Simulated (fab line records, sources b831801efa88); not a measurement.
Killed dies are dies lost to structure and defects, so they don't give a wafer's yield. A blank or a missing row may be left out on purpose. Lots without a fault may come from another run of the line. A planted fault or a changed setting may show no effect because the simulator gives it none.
fab line records | flow sky130
record lots=5 wafers=14 last_day=50
route steps=708 shown VIA4@653 METAL5@661 PASSIVATION@681 PAD_OPEN@694
lots that met no fault: from a run of the same line without faults
start_h: hours from the record's first day to the start of the lot's first wafer shown | wait_h: hours since the lot's step before | " the same as in the row above | L1.1+2: a row that stands for several wafers | - no value, or no start given | * or withheld: withheld | < > ~ a bound
route shown NAME@n: a module of which the file shows steps, and the number in the route of the first | usual: mean/standard deviation of fault-free wafers | same: alike in all rows | chamber/n: place in a boat | sites: the reading at each site | _std_site: their standard deviation | _edge_site: outer sites' mean less inner sites' | radius_mm: how far each site lies from the wafer's centre | mask NAME#n: copy n | behind: the tool/chamber that last shaped the wafer | hold: why the lot was held/for how many hours/how that ended | device: the transistor (n, p or np) that didn't switch | end of line: the same wafers' tests at the end of the route | a step without rows: its recipe alone | killed: dies lost to structure and defects at the first sort, not the wafer's yield | map: a wafer's dies, x killed, . not, _ none there
set.NAME: the setting as run; set.NAME@STEP: as run at that earlier step | model.NAME: the simulator's own value behind a step, which no gauge read
lots at some steps of the route; a table a step, a row a wafer
services: from which hour (start_h, from the record's first day; less than 0 if before it) a tool's chamber was out of use, for how many hours, and why
## steps
# step SKY_VIA4_STRIP_14
# recipe chemistry=post_etch_residue_remover time_s=1200 temp_c=72.5
# step SKY_VIA4_CLEAN_15
# recipe chemistry=IPA time_s=180 temp_c=25
# step SKY_VIA4_CLEAN_16
# recipe chemistry=O3/DIW dry=n2_spin
# step SKY_VIA4_SPUTTER_17
# recipe material=TiN target_thk_nm=20 chamber_pressure_pa=5 power_w=4000 time_s=80
# step SKY_VIA4_CVD_18
# recipe material=W target_thk_nm=505 time_s=152.14 temp_c=400 pressure_torr=40
# usual heater_power_w=780/59
# columns lot.wafer tool chamber start_h wait_h heater_power_w
L690.3 cvd_w-02 1 1023.81 0.1 705
L690.4 " 0 " " 825
L690.6 " 0 " " 828
L692.1 cvd_w-02 0 1034.25 0.0 813
L692.4 " 1 " " 713
L692.6 " 0 " " 830
L699.4 cvd_w-01 0 1074.41 0.1 747
L699.6 " 0 " " 757
L706.1 cvd_w-01 1 1119.55 0.0 882
L706.3 " 0 " " 732
L706.5 " 1 " " 849
L709.2 cvd_w-01 0 1134.76 0.0 757
L709.4 " 0 " " 734
L709.5 " 1 " " 861
# step SKY_VIA4_RS_MEAS_19
# recipe thk_meas_gauge=four-point-probe reads=W_of_VIA4_CVD_18+TiN_of_VIA4_SPUTTER_17
# usual VIA4_W_RS=0.2265/0.0028
# columns lot.wafer tool chamber start_h wait_h VIA4_W_RS[ohm/sq]
L690.3 film_metro-01 - 1023.95 0.1 0.2295
L690.4 " - " " 0.2280
L690.6 " - " " 0.2279
L692.1 film_metro-01 - 1034.40 0.1 0.2301
L692.4 " - " " 0.2313
L692.6 " - " " 0.2286
L699.4 film_metro-04 - 1074.57 0.1 0.2237
L699.6 " - " " 0.2272
L706.1 film_metro-04 - 1119.70 0.1 0.2283
L706.3 " - " " 0.2254
L706.5 " - " " 0.2245
L709.2 film_metro-04 - 1134.93 0.1 0.2236
L709.4 " - " " 0.2236
L709.5 " - " " 0.2266
# step SKY_VIA4_THK_MEAS_20
# recipe thk_meas_gauge=xrf reads=W_of_VIA4_CVD_18
# usual VIA4_W_THK=504/6.3
# columns lot.wafer tool chamber start_h wait_h VIA4_W_THK[nm]
L690.3 film_metro-01 - 1024.05 0.1 494
L690.4 " - " " 502
L690.6 " - " " 501
L692.1 film_metro-01 - 1034.52 0.1 500
L692.4 " - " " 495
L692.6 " - " " 501
L699.4 film_metro-04 - 1074.66 0.1 510
L699.6 " - " " 506
L706.1 film_metro-04 - 1119.82 0.1 503
L706.3 " - " " 509
L706.5 " - " " 512
L709.2 film_metro-04 - 1135.04 0.1 508
L709.4 " - " " 511
L709.5 " - " " 504
# step SKY_VIA4_CMP_21
# recipe stop_on=SiO2 t_overpolish_s=25 down_force_psi=3.5 platen_rpm=60 target_thk_nm=0 pad_velocity_m_s=0.94248
# step SKY_METAL5_SPUTTER_00
# recipe material=Ti target_thk_nm=15 power_w=3000 time_s=10 chamber_pressure_pa=0.4
# step SKY_METAL5_SPUTTER_01
# recipe material=TiN target_thk_nm=20 power_w=6500 time_s=16.7 chamber_pressure_pa=0.4
# usual throttle_valve_pct=29.4/0.87
# columns lot.wafer tool chamber start_h wait_h throttle_valve_pct
L690.3 pvd_sputter-04 - 1024.41 0.0 27.3
L690.4 " - " " 28.7
L690.6 " - " " 27.9
L692.1 pvd_sputter-04 - 1034.90 0.0 27.5
L692.4 " - " " 28.7
L692.6 " - " " 27.6
L699.4 pvd_sputter-04 - 1075.18 0.0 30.2
L699.6 " - " " 27.9
L706.1 pvd_sputter-03 - 1120.21 0.0 29.2
L706.3 " - " " 29.4
L706.5 " - " " 29.5
L709.2 pvd_sputter-02 - 1135.43 0.0 29.1
L709.4 " - " " 28.7
L709.5 " - " " 28.9
# step SKY_METAL5_SPUTTER_02
# recipe material=AlCu target_thk_nm=1150 power_w=10600 time_s=61.2 chamber_pressure_pa=0.4
# usual throttle_valve_pct=29.4/0.86
# columns lot.wafer tool chamber start_h wait_h throttle_valve_pct
L690.3 pvd_sputter-04 - 1024.44 0.0 27.7
L690.4 " - " " 28.6
L690.6 " - " " 27.5
L692.1 pvd_sputter-04 - 1034.93 0.0 27.9
L692.4 " - " " 28.5
L692.6 " - " " 27.8
L699.4 pvd_sputter-04 - 1075.21 0.0 30.2
L699.6 " - " " 27.6
L706.1 pvd_sputter-03 - 1120.23 0.0 29.0
L706.3 " - " " 29.3
L706.5 " - " " 29.4
L709.2 pvd_sputter-02 - 1135.45 0.0 29.2
L709.4 " - " " 28.5
L709.5 " - " " 29.0
# step SKY_METAL5_SPUTTER_03
# recipe material=Ti target_thk_nm=5 power_w=3000 time_s=3.3 chamber_pressure_pa=0.4
# usual throttle_valve_pct=29.3/0.86
# columns lot.wafer tool chamber start_h wait_h throttle_valve_pct
L690.3 pvd_sputter-04 - 1024.49 0.0 27.8
L690.4 " - " " 28.3
L690.6 " - " " 27.6
L692.1 pvd_sputter-04 - 1034.98 0.0 27.7
L692.4 " - " " 28.5
L692.6 " - " " 27.7
L699.4 pvd_sputter-04 - 1075.26 0.0 30.1
L699.6 " - " " 27.7
L706.1 pvd_sputter-03 - 1120.28 0.0 29.4
L706.3 " - " " 29.3
L706.5 " - " " 29.5
L709.2 pvd_sputter-02 - 1135.50 0.0 29.3
L709.4 " - " " 28.5
L709.5 " - " " 29.3
# step SKY_METAL5_SPUTTER_04
# recipe material=TiN target_thk_nm=70 power_w=6500 time_s=58.3 chamber_pressure_pa=0.4
# usual throttle_valve_pct=29.4/0.87
# columns lot.wafer tool chamber start_h wait_h throttle_valve_pct model.TiN_of_METAL5_SPUTTER_04.thk_nm
L690.3 pvd_sputter-04 - 1024.50 0.0 27.6 70.33
L690.4 " - " " 28.6 70.27
L690.6 " - " " 27.6 70.27
L692.1 pvd_sputter-04 - 1035.00 0.0 27.6 69.87
L692.4 " - " " 28.4 70.51
L692.6 " - " " 27.9 70.18
L699.4 pvd_sputter-04 - 1075.28 0.0 30.2 50.1
L699.6 " - " " 27.8 70.42
L706.1 pvd_sputter-03 - 1120.30 0.0 29.2 71.07
L706.3 " - " " 29.3 69.32
L706.5 " - " " 29.4 68.74
L709.2 pvd_sputter-02 - 1135.52 0.0 29.3 70.06
L709.4 " - " " 28.5 70.92
L709.5 " - " " 29.2 70.52
# step SKY_METAL5_RS_MEAS_05
# recipe thk_meas_gauge=four-point-probe reads=TiN_of_METAL5_SPUTTER_04+Ti_of_METAL5_SPUTTER_03+AlCu_of_METAL5_SPUTTER_02+TiN_of_METAL5_SPUTTER_01+Ti_of_METAL5_SPUTTER_00
# usual METAL5_ALCU_RS=0.0270/0.00036
# columns lot.wafer tool chamber start_h wait_h METAL5_ALCU_RS[ohm/sq]
L690.3 film_metro-01 - 1024.59 0.1 0.0267
L690.4 " - " " 0.0264
L690.6 " - " " 0.0267
L692.1 film_metro-03 - 1035.05 0.0 0.0264
L692.4 " - " " 0.0262
L692.6 " - " " 0.0264
L699.4 film_metro-01 - 1075.39 0.1 0.0268
L699.6 " - " " 0.0265
L706.1 film_metro-03 - 1120.35 0.0 0.0269
L706.3 " - " " 0.0267
L706.5 " - " " 0.0266
L709.2 film_metro-03 - 1135.59 0.0 0.0269
L709.4 " - " " 0.0269
L709.5 " - " " 0.0270
# step SKY_METAL5_THK_MEAS_06
# recipe thk_meas_gauge=xrf reads=AlCu_of_METAL5_SPUTTER_02
# usual METAL5_ALCU_THK=1162/17
# columns lot.wafer tool chamber start_h wait_h METAL5_ALCU_THK[nm]
L690.3 film_metro-01 - 1024.69 0.1 1184
L690.4 " - " " 1200
L690.6 " - " " 1190
L692.1 film_metro-03 - 1035.17 0.1 1182
L692.4 " - " " 1189
L692.6 " - " " 1177
L699.4 film_metro-01 - 1075.48 0.1 1224
L699.6 " - " " 1192
L706.1 film_metro-03 - 1120.47 0.1 1157
L706.3 " - " " 1172
L706.5 " - " " 1178
L709.2 film_metro-03 - 1135.70 0.1 1143
L709.4 " - " " 1145
L709.5 " - " " 1137
# step SKY_METAL5_DEHYDRATE_07
# recipe temp_c=200 time_s=60
# step SKY_METAL5_HMDS_08
# recipe prime_time_s=60 prime_temp_c=120
# step SKY_METAL5_COAT_09
# recipe resist=NOVOLAK spin_rpm=3000 resist_thk_nm=1800
# step SKY_METAL5_SOFTBAKE_10
# recipe temp_c=90 time_s=60 resist=NOVOLAK
# step SKY_METAL5_EXPOSE_11
# recipe mask_id=MM5 na=0.6 source_shape=conventional sigma_outer=0.6 polarization=unpolarized target_cd_nm=1600 dose_mj=190
# step SKY_METAL5_PEB_12
# recipe temp_c=withheld time_s=* resist=NOVOLAK
# step SKY_METAL5_DEVELOP_13
# recipe resist=NOVOLAK developer=TMAH develop_time_s=60 dev_temp_c=23
# step SKY_METAL5_DESCUM_14
# recipe chemistry=O2 source_power_w=150 bias_power_w=0 pressure_mtorr=10 temp_c=40 time_s=11
# step SKY_METAL5_METAL_ETCH_15
# recipe target_depth_a=12600 stop_on=SiO2 over_etch_frac=0.2 time_s=252 chemistry=Cl2/BCl3 resist_sidewall_deg=86 pressure_mtorr=10 icp_w=900 bias_w=48.5 Cl2_flow_sccm=60 bcl3_flow_sccm=30
# step SKY_METAL5_STRIP_16
# recipe chemistry=O2/N2 power_w=1400 pressure_mtorr=1500 platen_temp_c=withheld o2_flow_sccm=3000 n2_flow_sccm=300 overash_fraction=0.5
# step SKY_METAL5_STRIP_17
# recipe chemistry=post_etch_residue_remover time_s=1200 temp_c=72.5
# columns lot.wafer tool chamber start_h wait_h model.TiN_of_METAL5_SPUTTER_04.thk_nm
L690.3 wet_bench-02 0 1047.53 0.0 69.91
L690.4 " 0 " " 69.84
L690.6 " 0 " " 69.85
L692.1 wet_bench-03 1 1057.68 0.1 69.45
L692.4 " 1 " " 70.09
L692.6 " 1 " " 69.75
L699.4 wet_bench-01 1 1096.03 0.0 49.68
L699.6 " 1 " " 70
L706.1 wet_bench-03 2 1140.08 0.1 70.64
L706.3 " 2 " " 68.9
L706.5 " 2 " " 68.31
L709.2 wet_bench-02 3 1154.38 0.1 69.64
L709.4 " 3 " " 70.5
L709.5 " 3 " " 70.09
# step SKY_METAL5_CLEAN_18
# recipe chemistry=IPA time_s=180 temp_c=25
# step SKY_METAL5_CLEAN_19
# recipe chemistry=O3/DIW dry=n2_spin
# step SKY_PASSIVATION_CVD_00
# recipe material=SiO2 target_thk_nm=90 temp_c=400 time_s=withheld rf_w=600
# step SKY_PASSIVATION_THK_MEAS_01
# recipe reads=SiO2_of_PASSIVATION_CVD_00
# usual PASSIVATION_CVD_00_THK=89.7/1.1
# columns lot.wafer tool chamber start_h wait_h PASSIVATION_CVD_00_THK[nm]
L690.3 film_metro-01 - 1048.06 - 89.3
L690.4 " - " " 90.5
L690.6 " - " " 90.0
L692.1 film_metro-03 - 1058.21 - 90.4
L692.4 " - " " 91.8
L692.6 " - " " 90.9
L699.4 film_metro-01 - 1096.58 - 90.0
L699.6 " - " " 90.4
L706.1 film_metro-03 - 1140.69 - 89.2
L706.3 " - " " 88.4
L706.5 " - " " 89.6
L709.2 film_metro-03 - 1154.90 - 87.9
L709.4 " - " " 90.1
L709.5 " - " " 89.2
# step SKY_PASSIVATION_CVD_02
# recipe material=Si3N4 target_thk_nm=540 temp_c=400 time_s=withheld rf_w=450
# usual heater_power_w=695/78
# columns lot.wafer tool chamber start_h wait_h heater_power_w
L690.3 pecvd-03 1 1048.10 0.0 535
L690.4 " 0 " " 808
L690.6 " 2 " " 709
L692.1 pecvd-04 1 1058.27 0.1 718
L692.4 " 0 " " 679
L692.6 " 1 " " 713
L699.4 pecvd-02 2 1096.72 0.1 884
L699.6 " 1 " " 769
L706.1 pecvd-03 0 1140.75 0.1 821
L706.3 " 1 " " 524
L706.5 " 1 " " 550
L709.2 pecvd-02 2 1154.95 0.0 860
L709.4 " 0 " " 663
L709.5 " 2 " " 688
# step SKY_PASSIVATION_THK_MEAS_03
# recipe reads=Si3N4_of_PASSIVATION_CVD_02
# usual PASSIVATION_CVD_02_THK=540/6.9
# columns lot.wafer tool chamber start_h wait_h PASSIVATION_CVD_02_THK[nm]
L690.3 film_metro-02 - 1048.34 - 536
L690.4 " - " " 539
L690.6 " - " " 535
L692.1 film_metro-03 - 1058.50 - 527
L692.4 " - " " 546
L692.6 " - " " 540
L699.4 film_metro-03 - 1096.86 - 545
L699.6 " - " " 549
L706.1 film_metro-01 - 1140.97 - 537
L706.3 " - " " 535
L706.5 " - " " 541
L709.2 film_metro-03 - 1155.19 - 533
L709.4 " - " " 546
L709.5 " - " " 544
# step SKY_PASSIVATION_DEHYDRATE_04
# recipe temp_c=200 time_s=60
# step SKY_PASSIVATION_HMDS_05
# recipe prime_time_s=60 prime_temp_c=120
# step SKY_PASSIVATION_COAT_06
# recipe spin_rpm=2000 resist_thk_nm=3000
# step SKY_PASSIVATION_SOFTBAKE_07
# recipe temp_c=110 time_s=withheld
# step SKY_PASSIVATION_EXPOSE_08
# recipe mask_id=NSM target_cd_nm=3000 na=0.57 dose_mj=260
# step SKY_PASSIVATION_PEB_09
# recipe temp_c=115 time_s=withheld
# step SKY_PASSIVATION_DEVELOP_10
# recipe develop_time_s=60 dev_temp_c=23
# step SKY_PASSIVATION_ETCH_11
# recipe chemistry=CF4/O2 target_depth_nm=725 stop_on=AlCu source_w=800 bias_w=150 pressure_mtorr=150 cf4_flow_sccm=80 O2_flow_sccm=10 time_s=161.1
# usual chamber_pressure_mTorr=150.00/0.14 drypump_motor_current_A=5.8/0.41 oes_product_au=0.977/0.0068 throttle_valve_pct=5.962/0.0086
# columns lot.wafer tool chamber start_h wait_h chamber_pressure_mTorr drypump_motor_current_A oes_product_au rf_hours_counter_h throttle_valve_pct model.PASSIVATION.feature_depth_nm
L690.3 rie_diel-02 3 1069.56 - 149.92 6.2 0.974 13 5.949 700.8
L690.4 " 2 " " 150.11 5.7 0.973 20 5.974 704.5
L690.6 " 2 " " 150.27 5.7 0.973 - 5.948 700.1
L692.1 rie_diel-03 3 1079.65 - 149.89 5.2 0.971 20 5.952 690.9
L692.4 " 2 " " 150.16 6.3 0.973 9 5.973 712.6
L692.6 " 3 " " 149.89 5.2 0.972 - 5.967 705.6
L699.4 rie_diel-02 3 1117.47 - 150.07 6.2 0.959 15 5.964 689.9
L699.6 " 3 " " 149.89 6.2 0.984 - 5.943 714.7
L706.1 rie_diel-04 0 1159.20 - 150.12 6.2 0.973 26 5.952 702
L706.3 " 3 " " 149.99 5.3 0.965 28 5.958 697.9
L706.5 " 1 " " 149.91 5.8 0.979 - 5.958 704.1
L709.2 rie_diel-02 1 1172.48 - 150.08 5.3 0.980 7 5.961 695.4
L709.4 " 2 " " 150.00 5.7 0.985 23 5.942 711.5
L709.5 " 1 " " 149.82 5.2 0.987 - 5.950 707.8
# step SKY_PASSIVATION_STRIP_12
# recipe chemistry=O2/N2 power_w=1400 pressure_mtorr=1500 platen_temp_c=withheld overash_fraction=0.7 o2_flow_sccm=3000 n2_flow_sccm=300
# step SKY_PAD_OPEN_DEHYDRATE_00
# recipe temp_c=200 time_s=60
# step SKY_PAD_OPEN_ETCH_07
# recipe chemistry=CF4/O2 target_depth_nm=725 stop_on=AlCu source_w=800 bias_w=150 pressure_mtorr=150 cf4_flow_sccm=80 O2_flow_sccm=10 time_s=161.1
# usual chamber_pressure_mTorr=150.02/0.13 drypump_motor_current_A=5.8/0.47 oes_product_au=0.977/0.007 throttle_valve_pct=5.964/0.0083
# columns lot.wafer tool chamber start_h wait_h chamber_pressure_mTorr drypump_motor_current_A oes_product_au rf_hours_counter_h throttle_valve_pct model.PAD_OPEN.feature_depth_nm
L690.3 rie_diel-04 1 1090.46 - 150.10 5.9 0.970 13 5.966 700.8
L690.4 " 3 " " 150.21 5.3 0.987 26 5.961 704.5
L690.6 " 3 " " 150.06 5.3 0.977 - 5.969 700.1
L692.1 rie_diel-01 0 1100.62 - 150.05 5.2 0.972 27 5.965 690.9
L692.4 " 2 " " 150.34 5.5 0.985 17 5.963 712.6
L692.6 " 0 " " 150.14 5.2 0.979 - 5.967 705.6
L699.4 rie_diel-01 3 1137.72 - 149.86 5.5 0.971 13 5.953 689.9
L699.6 " 2 " " 149.86 5.5 0.973 - 5.967 714.7
L706.1 rie_diel-03 2 1176.37 - 149.93 6.3 0.970 13 5.959 702
L706.3 " 3 " " 149.98 5.2 0.969 24 5.981 697.9
L706.5 " 0 " " 149.83 6.2 0.977 - 5.982 704.1
L709.2 rie_diel-01 0 1187.97 - 150.02 5.2 0.971 31 5.957 695.4
L709.4 " 3 " " 150.06 5.5 0.984 15 5.966 711.5
L709.5 " 3 " " 149.84 5.5 0.975 - 5.973 707.8
# step SKY_PAD_OPEN_PROBE_99
# usual defect_limited_yield=82.6/1.8 killed_at_M0_to_M3=43/6.6 killed_at_M4_up=2.9/1.6 killed_at_contacts=24/4.9 killed_at_front_end=15/4.5 killed_at_other=0.2/0.45 killed_dies=86/8.8 killed_open=48/6.4 killed_short=38/5.6 sort_bin_3_pad_short=0.8/0.38 sort_bin_5_function=10.2/1.4 sort_bin_6_memory=6.4/1.1 sort_n_pass=406/8.8 sort_yield_pct=82.6/1.8
# same gross_dies=492 killed_at_back_side=0 sort_bin_4_leakage[%]=0 sort_bin_8_speed[%]=0
# columns lot.wafer tool chamber start_h wait_h defect_limited_yield[%] killed_at_M0_to_M3 killed_at_M4_up killed_at_contacts killed_at_front_end killed_at_other killed_dies killed_open killed_short sort_bin_3_pad_short[%] sort_bin_5_function[%] sort_bin_6_memory[%] sort_n_pass sort_yield_pct[%]
L699.4 prober-02 - 1140.18 0.2 83.1 42 1 19 21 0 83 46 37 1.2 10.8 4.9 409 83.1
L699.6 prober-02 - 1140.28 0.2 83.3 38 2 29 13 0 82 46 36 1.0 10.2 5.5 410 83.3
L706.1 prober-01 - 1178.68 0.1 81.7 41 5 28 15 1 90 49 41 0.6 11.6 6.1 402 81.7
L706.3 prober-01 - 1178.78 0.2 85.4 35 2 24 11 0 72 35 37 1.0 8.5 5.1 420 85.4
L706.5 prober-01 - 1178.88 0.2 81.1 49 0 23 21 0 93 54 39 0.6 11.4 6.9 399 81.1
# killed by level:class
L699.4 VIA2:geometric_particle:open=10 LI_CONTACT:geometric_particle:open=9 METAL1:geometric_particle:short=6 POLY_GATE:geometric_particle:open=5 POLY_GATE:geometric_particle:short=5 LOCAL_INTERCONNECT:geometric_particle:short=5 VIA3:geometric_particle:open=5 FIELD_ISO:geometric_particle:open=4
L699.6 LI_CONTACT:geometric_particle:open=10 CONTACT:geometric_particle:open=10 VIA1:geometric_particle:open=8 FIELD_ISO:geometric_particle:short=7 VIA3:geometric_particle:open=6 METAL1:geometric_particle:short=5 VIA1:geometric_particle:short=5 LI_CONTACT:geometric_particle:short=4
L706.1 CONTACT:geometric_particle:open=11 LI_CONTACT:geometric_particle:open=7 VIA1:geometric_particle:short=7 METAL2:geometric_particle:short=7 VIA1:geometric_particle:open=6 VIA3:geometric_particle:open=6 POLY_GATE:geometric_particle:open=5 CONTACT:geometric_particle:short=5
L706.3 LI_CONTACT:geometric_particle:open=9 VIA1:geometric_particle:open=7 VIA1:geometric_particle:short=6 CONTACT:geometric_particle:short=5 METAL3:geometric_particle:short=5 POLY_GATE:geometric_particle:short=4 CONTACT:geometric_particle:open=4 POLY_GATE:geometric_particle:open=3
L706.5 VIA1:geometric_particle:open=17 VIA3:geometric_particle:open=11 CONTACT:geometric_particle:open=7 POLY_GATE:geometric_particle:short=5 POLY_GATE:geometric_particle:open=5 VIA1:geometric_particle:short=5 CONTACT:geometric_particle:short=5 FIELD_ISO:geometric_particle:open=4
## services
# columns tool chamber start_h hours kind
rie_diel-04 2 1022.74 51.9 repair
cvd_w-01 - 1037.88 6.9 pm
rie_diel-04 1 1044.41 1.7 repair
rie_diel-02 0 1044.57 1.6 repair
rie_diel-01 0 1047.91 4.1 repair
rie_diel-02 1 1051.59 2.6 repair
rie_diel-04 0 1058.81 2.9 repair
rie_diel-02 3 1060.51 4.9 repair
rie_diel-03 1 1062.70 1.7 repair
rie_diel-01 - 1073.58 1.1 repair
pvd_sputter-03 - 1083.74 4.6 repair
rie_diel-04 - 1087.58 0.5 repair
cvd_w-01 - 1092.17 7.9 repair
cvd_w-01 0 1103.94 6.0 repair
cvd_w-01 - 1120.67 1.6 repair
pecvd-03 2 1121.40 4.6 repair
cvd_w-02 1 1123.39 11.4 repair
pecvd-03 2 1162.51 7.4 repair
rie_diel-02 1 1174.17 12.5 repair
pecvd-02 1 1176.49 4.4 repair
pecvd-02 - 1179.09 0.7 repair
pecvd-02 0 1182.88 8.6 repair
rie_diel-02 - 1186.68 2.8 pm
pvd_sputter-04 - 1187.99 3.5 repair
## key
first_sign step=SKY_METAL5_THK_MEAS_06 reading=METAL5_ALCU_THK direction=up sigmas=3.7 usual=1162 struck=1224
effect none on later readings
model_effect step=SKY_METAL5_SPUTTER_04 value=TiN_of_METAL5_SPUTTER_04.thk_nm without=70.19 struck=50.1
model_effect step=SKY_METAL5_STRIP_17 value=TiN_of_METAL5_SPUTTER_04.thk_nm without=69.77 struck=49.68
model_effect step=SKY_PASSIVATION_ETCH_11 value=PASSIVATION.feature_depth_nm without=710 struck=689.9
model_effect step=SKY_PAD_OPEN_ETCH_07 value=PAD_OPEN.feature_depth_nm without=710 struck=689.9
met_at SKY_METAL5_SPUTTER_04
struck_wafers L699.4
onset_between 1035.00 1075.28
fault kind=process_parameter_drift tool=pvd_sputter-04 chamber=- onset_h=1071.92 steps=SKY_METAL5_SPUTTER_04 channel=target_thk_nm offset=-20.09 shape=step end_h=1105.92 scope=struck_wafers_only acts_in=these_recipes_only stated=70
